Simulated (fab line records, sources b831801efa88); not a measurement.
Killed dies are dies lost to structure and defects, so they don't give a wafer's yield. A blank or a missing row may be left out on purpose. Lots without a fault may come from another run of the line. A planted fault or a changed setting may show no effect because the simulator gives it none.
Chamber matching | flow sky130 | SKY_POLY_GATE_ETCH_17 on rie_si-01: 4 sister chambers
The step etches poly-Si in HBr/Cl2, stops on SiO2, target depth 180 nm, time 70.5 s. 8 wafers are shown with their chamber, then 7 later ones without.

WAFERS WITH THEIR CHAMBER
wafer  | chamber | drypump_motor_current_A (A) | run_length_s (s)
L218.4 | 1       | 6.1                         | 99.3
L220.6 | 3       | 5.4                         | 99.4
L221.4 | 3       | 5.3                         | 99.1
L221.6 | 2       | 5.5                         | 99.0
L224.1 | 0       | 5.9                         | 98.5
L224.5 | 1       | 6.1                         | 99.3
L224.6 | 0       | 5.9                         | 98.6
L226.1 | 2       | 5.5                         | 99.3

WAFERS WITHOUT THEIR CHAMBER
wafer  | drypump_motor_current_A (A) | run_length_s (s)
L226.3 | 6.1                         | 99.3
L235.1 | 5.5                         | 99.1
L235.4 | 5.9                         | 98.5
L235.6 | 5.9                         | 98.6
L237.3 | 5.4                         | 99.7
L237.4 | 6.1                         | 99.0
L237.5 | 5.5                         | 99.0

WHICH CHAMBER EACH WENT THROUGH
wafer  | from the rows above     | in truth
L226.3 | 1                       | 1
L235.1 | 2                       | 2
L235.4 | 0                       | 0
L235.6 | 0                       | 0
L237.3 | can't be placed: 3 or 2 | 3
L237.4 | 1                       | 1
L237.5 | 2                       | 2
Placed correctly: 6 of 7. Can't be placed from these rows: 1 (the true chamber is among the candidates in 1). Placed wrongly: 0.
How it was worked out, from the rows above alone: a wafer's distance from a chamber is the root of the sum, over the readings, of the square of ((its reading less the chamber's mean) divided by the reading's scatter). The wafer belongs to the nearest chamber; if the next one is less than 2 further off, it can't be placed. A chamber's mean is the mean of its shown wafers. The scatter: the root of (the sum of the squares of (reading less its chamber's mean) over the shown wafers, divided by (wafers less chambers)).
